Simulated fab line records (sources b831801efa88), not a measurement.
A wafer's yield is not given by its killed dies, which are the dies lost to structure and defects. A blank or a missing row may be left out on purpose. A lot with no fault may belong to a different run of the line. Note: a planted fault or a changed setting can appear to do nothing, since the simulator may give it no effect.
fab line records | flow sky130
[record] lots = 6 wafers = 18 lastDay = 49
route steps=708 shown METAL5@671 PASSIVATION@681 PAD_OPEN@694
lots untouched by any fault: they come from a run of this same line in which no faults occurred
startH: the number of hours between the record's first day and the start of the first shown wafer of the lot | waitH: hours elapsed since this lot's preceding step | " the same as in the row above | L1.1+2: several wafers, shown together as one row | - no value, or no start was given | * or withheld: withheld | < > ~ a bound
route shown NAME@n: a module of which the file shows steps, and the number in the route of the first | usual: average and standard deviation across the fault-free wafers | same: alike in all rows | chamber/n: place in a boat | sites: each site's reading | _std_site: the standard deviation of these | _edge_site: the outer-site mean with the inner-site mean subtracted | radiusMm: for every site, how far away it sits from the centre of the wafer | mask NAME#n: copy n | behind: the tool/chamber that last shaped the wafer | hold: why the lot was held/for how many hours/how that ended | device: the transistor (n, p or np) that didn't switch | end of line: tests of these same wafers at the route's end | a step given without rows: its recipe and nothing more | killed: dies lost to structure and defects at the first sort, not the wafer's yield | map: a wafer's dies, x killed, . not, _ none there
set.NAME: the setting the step ran with; set.NAME@STEP: the setting that earlier step ran with | model.NAME: the simulator's own value behind a step, which no gauge read
lots seen at some steps along the route; tables by step, rows by wafer
services: from which hour (startH, from the record's first day; less than 0 if before it) a tool's chamber was out of use, for how many hours, and why
[[steps]]
[step SKY_METAL5_SOFTBAKE_10]
[recipe] tempC = 90 timeS = 60 resist = NOVOLAK
[step SKY_METAL5_EXPOSE_11]
[recipe] maskId = MM5 na = 0.6 sourceShape = conventional sigmaOuter = 0.6 polarization = unpolarized targetCdNm = 1600 doseMj = 190
[step SKY_METAL5_PEB_12]
[recipe] tempC = withheld timeS = * resist = NOVOLAK
[step SKY_METAL5_DEVELOP_13]
[recipe] resist = NOVOLAK developer = TMAH developTimeS = 60 devTempC = 23
[step SKY_METAL5_DESCUM_14]
[recipe] chemistry = O2 sourcePowerW = 150 biasPowerW = 0 pressureMtorr = 10 tempC = 40 timeS = 11
[step SKY_METAL5_METAL_ETCH_15]
[recipe] targetDepthA = 12600 stopOn = SiO2 overEtchFrac = 0.2 timeS = 252 chemistry = Cl2/BCl3 resistSidewallDeg = 86 pressureMtorr = 10 icpW = 900 biasW = 48.5 Cl2_flow_sccm = 60 bcl3FlowSccm = 30
[usual] drypumpMotorCurrentA = 5.6/0.5 heBacksideLeakSccm = 3.44/0.19 oesProductAu = 0.894/0.005 throttleValvePct = 22.264/0.0086
// columns lot.wafer tool chamber startH waitH drypumpMotorCurrentA heBacksideLeakSccm oesProductAu rfHoursCounterH throttleValvePct
L169.3 rieMetal-01 1 1051.29 0.1 5.7 3.46 0.896 - 22.275
L169.5 " 1 " " 5.7 3.27 0.890 - 22.266
L169.6 " 0 " " 5.3 3.49 0.892 - 22.256
L174.1 rieMetal-01 0 1075.41 0.0 5.2 4.42 0.888 20 22.253
L174.2 " 1 " " 5.7 3.24 0.894 26 22.254
L174.3 " 0 " " 5.3 3.52 0.901 - 22.270
L177.1 rieMetal-01 0 1092.91 0.0 5.3 3.51 0.888 21 22.269
L177.2 " 1 " " 5.7 3.11 0.894 27 22.258
L177.4 " 0 " " 5.3 3.35 0.892 - 22.265
L179.3 rieMetal-04 1 1104.70 0.2 5.3 3.46 0.893 - 22.267
L179.4 " 1 " " 5.3 3.38 0.893 - 22.270
L179.6 " 1 " " 5.3 3.34 0.899 - 22.273
L185.2 rieMetal-04 0 1144.36 0.0 6.3 3.40 0.893 16 22.266
L185.3 " 0 " " 6.4 3.43 0.897 - 22.259
L185.6 " 0 " " 6.4 3.38 0.902 - 22.275
L187.2 rieMetal-02 0 1147.50 0.0 6.4 3.56 0.901 10 22.248
L187.5 " 1 " " 5.2 3.57 0.891 - 22.258
L187.6 " 0 " " 6.4 3.43 0.892 - 22.274
[step SKY_METAL5_STRIP_16]
[recipe] chemistry = O2/N2 powerW = 1400 pressureMtorr = 1500 platenTempC = withheld o2FlowSccm = 3000 n2FlowSccm = 300 overashFraction = 0.5
[usual] drypumpMotorCurrentA = 5.67/0.18 oesProductAu = 0.710/0.0047 stripTimeToEndpointS = 13.05/0.12
// columns lot.wafer tool chamber startH waitH drypumpMotorCurrentA oesProductAu rfHoursCounterH stripTimeToEndpointS
L169.3 plasmaAsher-02 0 1051.48 0.1 5.61 0.704 - 13.20
L169.5 " 0 " " 5.60 0.711 - 13.24
L169.6 " 1 " " 5.89 0.707 - 13.02
L174.1 plasmaAsher-03 1 1075.64 0.2 5.45 0.702 32 12.94
L174.2 " 0 " " 5.88 0.713 32 13.21
L174.3 " 1 " " 5.44 0.713 - 12.98
L177.1 plasmaAsher-03 1 1093.14 0.2 5.39 0.699 34 12.99
L177.2 " 0 " " 5.86 0.713 34 13.08
L177.4 " 1 " " 5.39 0.716 - 12.97
L179.3 plasmaAsher-01 0 1105.05 0.3 5.51 0.716 - 13.09
L179.4 " 1 " " 5.75 0.709 - 13.19
L179.6 " 0 " " 5.50 0.704 - 13.21
L185.2 plasmaAsher-03 0 1144.59 0.2 5.86 0.714 39 13.17
L185.3 " 1 " " 5.43 0.708 - 13.09
L185.6 " 0 " " 5.88 0.707 - 13.04
L187.2 plasmaAsher-02 1 1147.74 0.2 5.87 0.709 99 13.09
L187.5 " 1 " " 5.87 0.710 - 13.23
L187.6 " 0 " " 5.62 0.713 - 13.09
[step SKY_METAL5_STRIP_17]
[recipe] chemistry = postEtchResidueRemover timeS = 1200 tempC = 72.5
[step SKY_METAL5_CLEAN_18]
[recipe] chemistry = IPA timeS = 180 tempC = 25
[step SKY_METAL5_CLEAN_19]
[recipe] chemistry = O3/DIW dry = n2Spin
[step SKY_PASSIVATION_CVD_00]
[recipe] material = SiO2 targetThkNm = 90 tempC = 400 timeS = withheld rfW = 600
[usual] heaterPowerW = 628/85 susceptorTempC = 400.05/0.23
// columns lot.wafer tool chamber startH waitH heaterPowerW susceptorTempC
L169.3 pecvd-01 0 1052.11 0.0 607 400.28
L169.5 " 2 " " 652 399.87
L169.6 " 0 " " 628 399.94
L174.1 pecvd-03 0 1076.24 0.0 765 399.95
L174.2 " 2 " " 717 400.05
L174.3 " 1 " " 505 400.34
L177.1 pecvd-03 2 1093.78 0.0 723 400.16
L177.2 " 0 " " 787 399.92
L177.4 " 1 " " 430 400.19
L179.3 pecvd-01 1 1105.61 0.0 588 399.70
L179.4 " 0 " " 651 400.16
L179.6 " 1 " " 594 400.16
L185.2 pecvd-01 2 1145.18 0.0 730 399.82
L185.3 " 0 " " 558 400.37
L185.6 " 1 " " 545 400.04
L187.2 pecvd-02 1 1148.33 0.0 589 400.41
L187.5 " 1 " " 586 400.41
L187.6 " 2 " " 594 399.82
[step SKY_PASSIVATION_THK_MEAS_01]
[recipe] reads = SiO2_of_PASSIVATION_CVD_00
[usual] PASSIVATION_CVD_00_THK = 90.1/1.1
// columns lot.wafer tool chamber startH waitH PASSIVATION_CVD_00_THK[nm]
L169.3 filmMetro-02 - 1052.15 - 90.2
L169.5 " - " " 93.4
L169.6 " - " " 91.7
L174.1 filmMetro-01 - 1076.26 - 89.5
L174.2 " - " " 89.3
L174.3 " - " " 87.9
L177.1 filmMetro-03 - 1093.80 - 87.7
L177.2 " - " " 88.0
L177.4 " - " " 89.6
L179.3 filmMetro-03 - 1105.65 - 90.3
L179.4 " - " " 91.2
L179.6 " - " " 91.3
L185.2 filmMetro-02 - 1145.22 - 89.5
L185.3 " - " " 88.8
L185.6 " - " " 91.1
L187.2 filmMetro-02 - 1148.36 - 88.8
L187.5 " - " " 89.7
L187.6 " - " " 90.2
[step SKY_PASSIVATION_CVD_02]
[recipe] material = Si3N4 targetThkNm = 540 tempC = 400 timeS = withheld rfW = 450
[usual] heaterPowerW = 685/110 susceptorTempC = 400.03/0.23
// columns lot.wafer tool chamber startH waitH heaterPowerW susceptorTempC model.Si3N4_of_PASSIVATION_CVD_02.thkNm
L169.3 pecvd-03 0 1052.19 0.0 875 400.25 544.2
L169.5 " 0 " " 723 400.12 551.2
L169.6 " 2 " " 816 400.35 544
L174.1 pecvd-02 2 1076.32 0.1 680 399.91 549.4
L174.2 " 0 " " 712 399.98 542.7
L174.3 " 1 " " 604 400.33 538
L177.1 pecvd-02 0 1093.86 0.1 705 399.91 593.7
L177.2 " 2 " " 626 400.10 596.2
L177.4 " 2 " " 647 400.01 607.5
L179.3 pecvd-02 2 1105.69 0.0 672 400.16 596.6
L179.4 " 1 " " 613 399.58 605.9
L179.6 " 0 " " 648 399.86 600.7
L185.2 pecvd-03 0 1145.27 0.0 808 400.34 533.5
L185.3 " 2 " " 750 399.88 537.3
L185.6 " 1 " " 521 400.03 545.2
L187.2 pecvd-01 2 1148.41 0.0 775 399.83 531.9
L187.5 " 2 " " 646 400.26 542.3
L187.6 " 1 " " 614 399.75 546.7
[step SKY_PASSIVATION_THK_MEAS_03]
[recipe] reads = Si3N4_of_PASSIVATION_CVD_02
[usual] PASSIVATION_CVD_02_THK = 540/6.4
// columns lot.wafer tool chamber startH waitH PASSIVATION_CVD_02_THK[nm]
L169.3 filmMetro-03 - 1052.55 - 544
L169.5 " - " " 552
L169.6 " - " " 544
L174.1 filmMetro-02 - 1076.54 - 549
L174.2 " - " " 543
L174.3 " - " " 538
L177.1 filmMetro-03 - 1094.26 - 594
L177.2 " - " " 596
L177.4 " - " " 607
L179.3 filmMetro-03 - 1105.93 - 597
L179.4 " - " " 606
L179.6 " - " " 601
L185.2 filmMetro-01 - 1145.50 - 534
L185.3 " - " " 538
L185.6 " - " " 545
L187.2 filmMetro-01 - 1148.65 - 532
L187.5 " - " " 542
L187.6 " - " " 547
[step SKY_PASSIVATION_DEHYDRATE_04]
[recipe] tempC = 200 timeS = 60
[step SKY_PASSIVATION_HMDS_05]
[recipe] primeTimeS = 60 primeTempC = 120
[step SKY_PASSIVATION_COAT_06]
[recipe] spinRpm = 2000 resistThkNm = 3000
[step SKY_PASSIVATION_SOFTBAKE_07]
[recipe] tempC = 110 timeS = withheld
[step SKY_PASSIVATION_EXPOSE_08]
[recipe] maskId = NSM targetCdNm = 3000 na = 0.57 doseMj = 260
[step SKY_PASSIVATION_PEB_09]
[recipe] tempC = 115 timeS = withheld
[step SKY_PASSIVATION_DEVELOP_10]
[recipe] developTimeS = 60 devTempC = 23
[step SKY_PASSIVATION_ETCH_11]
[recipe] chemistry = CF4/O2 targetDepthNm = 725 stopOn = AlCu sourceW = 800 biasW = 150 pressureMtorr = 150 cf4FlowSccm = 80 O2_flow_sccm = 10 timeS = 161.1
[usual] drypumpMotorCurrentA = 5.9/0.54 oesProductAu = 0.978/0.0067 throttleValvePct = 5.965/0.0094
// columns lot.wafer tool chamber startH waitH drypumpMotorCurrentA oesProductAu rfHoursCounterH throttleValvePct model.PASSIVATION.featureDepthNm model.etch.depthNm
L169.3 rieDiel-01 0 1073.07 - 5.8 0.979 18 5.966 708.8 708.8
L169.5 " 3 " " 5.0 0.991 - 5.982 719 719
L169.6 " 0 " " 5.8 0.989 - 5.977 709.9 709.9
L174.1 rieDiel-03 3 1097.57 - 6.5 0.981 17 5.985 714.6 714.6
L174.2 " 2 " " 6.0 0.971 13 5.968 707.8 707.8
L174.3 " 0 " " 5.8 0.970 0 5.952 702 702
L177.1 rieDiel-02 0 1113.88 - 6.3 1.002 3 5.986 735.2 735.2
L177.2 " 3 " " 6.2 1.007 20 5.959 725.8 725.8
L177.4 " 1 " " 6.6 0.971 17 5.967 697.1 697.1
L179.3 rieDiel-02 1 1126.17 - 6.6 0.999 17 5.970 722.2 722.2
L179.4 " 2 " " 5.8 0.974 12 5.957 697.1 697.1
L179.6 " 1 " " 6.6 0.967 - 5.958 691.9 691.9
L185.2 rieDiel-03 1 1163.02 - 5.0 0.966 4 5.961 698.2 698.2
L185.3 " 0 " " 5.8 0.974 3 5.985 701.8 701.8
L185.6 " 3 " " 6.5 0.980 - 5.958 712 712
L187.2 rieDiel-01 3 1165.88 - 5.1 0.976 32 5.976 694.4 694.4
L187.5 " 3 " " 5.1 0.980 - 5.957 706.4 706.4
L187.6 " 2 " " 5.3 0.985 - 5.949 710.4 710.4
[step SKY_PASSIVATION_STRIP_12]
[recipe] chemistry = O2/N2 powerW = 1400 pressureMtorr = 1500 platenTempC = withheld overashFraction = 0.7 o2FlowSccm = 3000 n2FlowSccm = 300
[usual] drypumpMotorCurrentA = 5.73/0.17 oesProductAu = 0.661/0.0046 stripTimeToEndpointS = 31.52/0.14
// columns lot.wafer tool chamber startH waitH drypumpMotorCurrentA oesProductAu rfHoursCounterH stripTimeToEndpointS
L169.3 plasmaAsher-03 0 1073.21 0.1 5.90 0.655 - 31.48
L169.5 " 1 " " 5.38 0.668 - 31.46
L169.6 " 0 " " 5.85 0.657 - 31.51
L174.1 plasmaAsher-02 1 1097.68 0.1 5.88 0.660 94 31.48
L174.2 " 0 " " 5.62 0.658 94 31.55
L174.3 " 0 " " 5.61 0.660 - 31.53
L177.1 plasmaAsher-04 1 1113.99 0.1 5.87 0.655 5 31.42
L177.2 " 0 " " 5.73 0.668 5 31.43
L177.4 " 0 " " 5.74 0.662 - 31.48
L179.3 plasmaAsher-04 1 1126.31 0.1 5.88 0.658 - 31.42
L179.4 " 0 " " 5.74 0.660 - 31.35
L179.6 " 0 " " 5.75 0.668 - 31.56
L185.2 plasmaAsher-04 0 1163.13 0.1 5.74 0.655 9 31.65
L185.3 " 1 " " 5.86 0.659 - 31.76
L185.6 " 0 " " 5.73 0.656 - 31.71
L187.2 plasmaAsher-03 0 1165.99 0.1 5.84 0.655 41 31.37
L187.5 " 0 " " 5.84 0.664 - 31.38
L187.6 " 1 " " 5.43 0.663 - 31.36
[step SKY_PAD_OPEN_DEHYDRATE_00]
[recipe] tempC = 200 timeS = 60
[step SKY_PAD_OPEN_HMDS_01]
[recipe] primeTimeS = 60 primeTempC = 120
[step SKY_PAD_OPEN_COAT_02]
[recipe] spinRpm = 2000 resistThkNm = 3000
[step SKY_PAD_OPEN_SOFTBAKE_03]
[recipe] tempC = 110 timeS = withheld
[step SKY_PAD_OPEN_EXPOSE_04]
[recipe] maskId = PDM targetCdNm = 60000 na = 0.57 doseMj = 260
[step SKY_PAD_OPEN_PEB_05]
[recipe] tempC = 115 timeS = withheld
[step SKY_PAD_OPEN_DEVELOP_06]
[recipe] developTimeS = 60 devTempC = 23
[step SKY_PAD_OPEN_ETCH_07]
[recipe] chemistry = CF4/O2 targetDepthNm = 725 stopOn = AlCu sourceW = 800 biasW = 150 pressureMtorr = 150 cf4FlowSccm = 80 O2_flow_sccm = 10 timeS = 161.1
[usual] drypumpMotorCurrentA = 5.7/0.45 oesProductAu = 0.979/0.0061 throttleValvePct = 5.964/0.009
// columns lot.wafer tool chamber startH waitH drypumpMotorCurrentA oesProductAu rfHoursCounterH throttleValvePct model.PAD_OPEN.featureDepthNm model.etch.depthNm
L169.3 rieDiel-02 1 1093.92 - 6.6 0.977 16 5.959 708.8 708.8
L169.5 " 0 " " 6.2 0.992 - 5.970 719 719
L169.6 " 3 " " 6.2 0.986 - 5.960 709.9 709.9
L174.1 rieDiel-02 0 1117.88 - 6.2 0.983 3 5.955 714.6 714.6
L174.2 " 2 " " 5.9 0.986 12 5.961 707.8 707.8
L174.3 " 3 " " 6.2 0.978 20 5.970 702 702
L177.1 rieDiel-01 1 1133.78 - 5.2 1.001 22 5.969 733.4 733.4
L177.2 " 2 " " 5.2 1.003 19 5.967 735.9 735.9
L177.4 " 0 " " 5.8 0.976 20 5.965 697.1 697.1
L179.3 rieDiel-01 0 1144.87 - 5.8 1.005 21 5.969 730.2 730.2
L179.4 " 1 " " 5.2 0.981 22 5.956 697.1 697.1
L179.6 " 1 " " 5.2 0.972 - 5.952 691.9 691.9
L185.2 rieDiel-04 0 1179.13 - 5.8 0.984 26 5.963 698.2 698.2
L185.3 " 2 " " 5.9 0.986 15 5.959 701.8 701.8
L185.6 " 1 " " 5.1 0.985 - 5.964 712 712
L187.2 rieDiel-04 1 1182.58 - 5.1 0.981 29 5.952 694.4 694.4
L187.5 " 0 " " 5.8 0.978 - 5.966 706.4 706.4
L187.6 " 1 " " 5.1 0.977 - 5.962 710.4 710.4
[step SKY_PAD_OPEN_STRIP_08]
[recipe] chemistry = O2/N2 powerW = 1400 pressureMtorr = 1500 platenTempC = withheld overashFraction = 0.7 o2FlowSccm = 3000 n2FlowSccm = 300
[usual] drypumpMotorCurrentA = 5.71/0.14 oesProductAu = 0.663/0.0047 stripTimeToEndpointS = 37.07/0.081
// columns lot.wafer tool chamber startH waitH drypumpMotorCurrentA oesProductAu rfHoursCounterH stripTimeToEndpointS
L169.3 plasmaAsher-02 1 1094.06 0.1 5.85 0.660 - 36.98
L169.5 " 1 " " 5.88 0.665 - 36.97
L169.6 " 0 " " 5.61 0.670 - 36.97
L174.1 plasmaAsher-04 0 1117.98 0.1 5.75 0.659 5 37.09
L174.2 " 1 " " 5.89 0.664 5 37.12
L174.3 " 0 " " 5.75 0.665 - 37.10
L177.1 plasmaAsher-02 0 1133.88 0.1 5.61 0.664 97 37.14
L177.2 " 1 " " 5.87 0.671 97 37.17
L177.4 " 1 " " 5.86 0.670 - 37.16
L179.3 plasmaAsher-02 1 1145.01 0.1 5.87 0.667 - 36.96
L179.4 " 0 " " 5.61 0.662 - 37.08
L179.6 " 0 " " 5.61 0.658 - 36.97
L185.2 plasmaAsher-01 0 1179.23 0.1 5.50 0.658 75 37.20
L185.3 " 1 " " 5.77 0.657 - 37.12
L185.6 " 1 " " 5.76 0.659 - 37.11
L187.2 plasmaAsher-01 1 1182.68 0.1 5.75 0.667 75 37.04
L187.5 " 1 " " 5.75 0.663 - 36.96
L187.6 " 0 " " 5.51 0.652 - 36.96
[step SKY_PAD_OPEN_STRIP_09]
[recipe] chemistry = postEtchResidueRemover timeS = 1200 tempC = 72.5
// columns lot.wafer tool chamber startH waitH model.Si3N4_of_PASSIVATION_CVD_02.thkNm
L169.3 wetBench-04 2 1094.13 0.0 543.9
L169.5 " 2 " " 550.8
L169.6 " 2 " " 543.6
L174.1 wetBench-01 1 1118.08 0.1 549
L174.2 " 1 " " 542.4
L174.3 " 1 " " 537.6
L177.1 wetBench-02 3 1133.98 0.1 593.4
L177.2 " 3 " " 595.9
L177.4 " 3 " " 607.1
L179.3 wetBench-02 0 1145.09 0.1 596.3
L179.4 " 0 " " 605.5
L179.6 " 0 " " 600.3
L185.2 wetBench-01 0 1179.33 0.1 533.1
L185.3 " 0 " " 537
L185.6 " 0 " " 544.9
L187.2 wetBench-04 1 1182.78 0.1 531.6
L187.5 " 1 " " 541.9
L187.6 " 1 " " 546.4
[step SKY_PAD_OPEN_CLEAN_10]
[recipe] chemistry = IPA timeS = 180 tempC = 25
[step SKY_PAD_OPEN_PROBE_99]
[usual] defectLimitedYield = 82.5/2 killed_at_M0_to_M3 = 44/7 killed_at_M4_up = 3.4/1.7 killedAtContacts = 24/4.9 killedAtFrontEnd = 15/4.5 killedAtOther = 0.4/0.61 killedDies = 86/9.7 killedOpen = 47/7.1 killedShort = 39/6.1 sort_bin_3_pad_short = 0.9/0.42 sort_bin_5_function = 10.4/1.4 sort_bin_6_memory = 6.2/1.2 sortNPass = 406/9.7 sortYieldPct = 82.5/2
[same] grossDies = 492 killedAtBackSide = 0 sort_bin_4_leakage[%] = 0 sort_bin_8_speed[%] = 0
// columns lot.wafer tool chamber startH waitH defectLimitedYield[%] killed_at_M0_to_M3 killed_at_M4_up killedAtContacts killedAtFrontEnd killedAtOther killedDies killedOpen killedShort sort_bin_3_pad_short[%] sort_bin_5_function[%] sort_bin_6_memory[%] sortNPass sortYieldPct[%]
L169.3 prober-01 - 1096.38 0.2 82.7 42 4 28 11 0 85 49 36 1.6 9.6 6.1 407 82.7
L169.5 prober-01 - 1096.48 0.2 77.4 54 9 31 17 0 111 55 56 1.6 12.8 8.1 381 77.4
L169.6 prober-01 - 1096.53 0.2 82.9 43 4 22 15 0 84 44 40 0.8 10.0 6.3 408 82.9
L179.3 prober-02 - 1147.31 0.2 79.7 51 4 30 13 2 100 61 39 0.8 13.8 5.7 392 79.7
L179.4 prober-02 - 1147.36 0.2 80.1 51 1 27 19 0 98 56 42 0.6 13.0 6.3 394 80.1
L179.6 prober-02 - 1147.46 0.2 83.3 45 2 19 16 0 82 48 34 0.8 9.6 6.3 410 83.3
L187.2 prober-02 - 1184.94 0.1 83.1 38 6 24 15 0 83 43 39 1.2 9.3 6.3 409 83.1
L187.5 prober-02 - 1185.09 0.2 77.0 57 2 27 27 0 113 65 48 1.0 12.8 9.1 379 77.0
L187.6 prober-02 - 1185.14 0.2 83.1 43 3 23 14 0 83 42 39 0.8 10.6 5.5 409 83.1
// killed by level:class
L169.3 CONTACT:geometricParticle:open=11 VIA2:geometricParticle:open=8 VIA1:geometricParticle:open=8 CONTACT:geometricParticle:short=7 VIA3:geometricParticle:open=6 LI_CONTACT:geometricParticle:short=5 LI_CONTACT:geometricParticle:open=4 VIA1:geometricParticle:short=4
L169.5 CONTACT:geometricParticle:open=11 METAL2:geometricParticle:short=11 VIA2:geometricParticle:open=8 VIA1:geometricParticle:short=7 LI_CONTACT:geometricParticle:open=7 VIA1:geometricParticle:open=7 FIELD_ISO:geometricParticle:open=6 VIA3:geometricParticle:open=6
L169.6 VIA1:geometricParticle:open=13 CONTACT:geometricParticle:open=10 CONTACT:geometricParticle:short=9 VIA1:geometricParticle:short=8 VIA2:geometricParticle:open=5 SPACER:geometricParticle:open=4 METAL4:geometricParticle:short=4 FIELD_ISO:geometricParticle:short=3
L179.3 VIA1:geometricParticle:open=14 VIA3:geometricParticle:open=12 LI_CONTACT:geometricParticle:open=11 CONTACT:geometricParticle:open=7 VIA2:geometricParticle:open=7 LOCAL_INTERCONNECT:geometricParticle:short=6 FIELD_ISO:geometricParticle:short=5 METAL3:geometricParticle:short=5
L179.4 VIA1:geometricParticle:open=12 VIA3:geometricParticle:open=10 CONTACT:geometricParticle:open=8 FIELD_ISO:geometricParticle:open=7 LI_CONTACT:geometricParticle:open=7 METAL1:geometricParticle:short=7 LOCAL_INTERCONNECT:geometricParticle:short=6 METAL2:geometricParticle:short=5
L179.6 VIA1:geometricParticle:open=11 VIA3:geometricParticle:open=9 LI_CONTACT:geometricParticle:open=5 CONTACT:geometricParticle:short=5 CONTACT:geometricParticle:open=5 FIELD_ISO:geometricParticle:open=4 POLY_GATE:geometricParticle:short=4 VIA2:geometricParticle:open=4
L187.2 VIA1:geometricParticle:open=13 METAL2:geometricParticle:short=7 LI_CONTACT:geometricParticle:open=6 LOCAL_INTERCONNECT:geometricParticle:short=6 CONTACT:geometricParticle:open=5 POLY_GATE:geometricParticle:short=4 POLY_GATE:geometricParticle:open=4 VIA1:geometricParticle:short=4
L187.5 VIA3:geometricParticle:open=12 CONTACT:geometricParticle:open=11 VIA1:geometricParticle:open=10 LI_CONTACT:geometricParticle:open=10 METAL2:geometricParticle:short=9 POLY_GATE:geometricParticle:short=8 POLY_GATE:geometricParticle:open=8 METAL1:geometricParticle:short=7
L187.6 CONTACT:geometricParticle:open=9 VIA1:geometricParticle:open=8 VIA2:geometricParticle:open=8 LI_CONTACT:geometricParticle:open=7 METAL1:geometricParticle:short=6 METAL2:geometricParticle:short=6 VIA1:geometricParticle:short=5 FIELD_ISO:geometricParticle:short=3
[[services]]
// columns tool chamber startH hours kind
rieDiel-01 - 1028.10 4.2 repair
rieMetal-04 - 1033.62 2.8 pm
wetBench-04 - 1037.43 0.5 repair
wetBench-02 - 1045.88 1.9 pm
rieDiel-01 1 1053.00 20.2 repair
plasmaAsher-04 - 1055.25 9.0 pm
rieDiel-01 - 1056.77 2.8 pm
rieDiel-04 3 1062.01 1.8 repair
rieDiel-04 3 1066.56 6.9 repair
plasmaAsher-02 - 1081.60 10.9 repair
rieDiel-02 - 1090.71 2.8 pm
rieMetal-01 1 1093.26 3.6 repair
plasmaAsher-02 - 1094.85 2.6 repair
plasmaAsher-04 - 1094.92 4.0 repair
pecvd-01 - 1123.21 2.7 repair
pecvd-01 - 1128.81 2.8 pm
plasmaAsher-01 - 1132.28 2.8 pm
rieDiel-02 3 1137.21 10.0 repair
pecvd-02 - 1164.85 1.5 repair
plasmaAsher-02 - 1174.41 0.9 repair
plasmaAsher-03 - 1176.09 1.8 repair
pecvd-01 0 1177.93 9.9 repair
rieDiel-01 - 1181.90 0.4 repair
rieDiel-02 - 1181.94 0.3 repair
[[key]]
[firstSign] step = SKY_PASSIVATION_THK_MEAS_03 reading = PASSIVATION_CVD_02_THK direction = up sigmas = 9.4 usual = 540 struck = 600
effect none on later readings
[modelEffect] step = SKY_PASSIVATION_CVD_02 value = Si3N4_of_PASSIVATION_CVD_02.thkNm without = 542.4 struck = 600.1
[modelEffect] step = SKY_PASSIVATION_ETCH_11 value = PASSIVATION.featureDepthNm without = 707.3 struck = 711.6
[modelEffect] step = SKY_PAD_OPEN_ETCH_07 value = PAD_OPEN.featureDepthNm without = 707.3 struck = 714.3
[modelEffect] step = SKY_PAD_OPEN_STRIP_09 value = Si3N4_of_PASSIVATION_CVD_02.thkNm without = 542 struck = 599.7
metAt SKY_PASSIVATION_CVD_02
struckWafers L177.1,L177.2,L177.4,L179.3,L179.4,L179.6
onsetBetween 1076.32 1093.86
[fault] kind = processParameterDrift tool = pecvd-02 chamber = - onsetH = 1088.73 steps = SKY_PASSIVATION_CVD_02 channel = timeS offset = withheld shape = step endH = 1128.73 actsIn = *
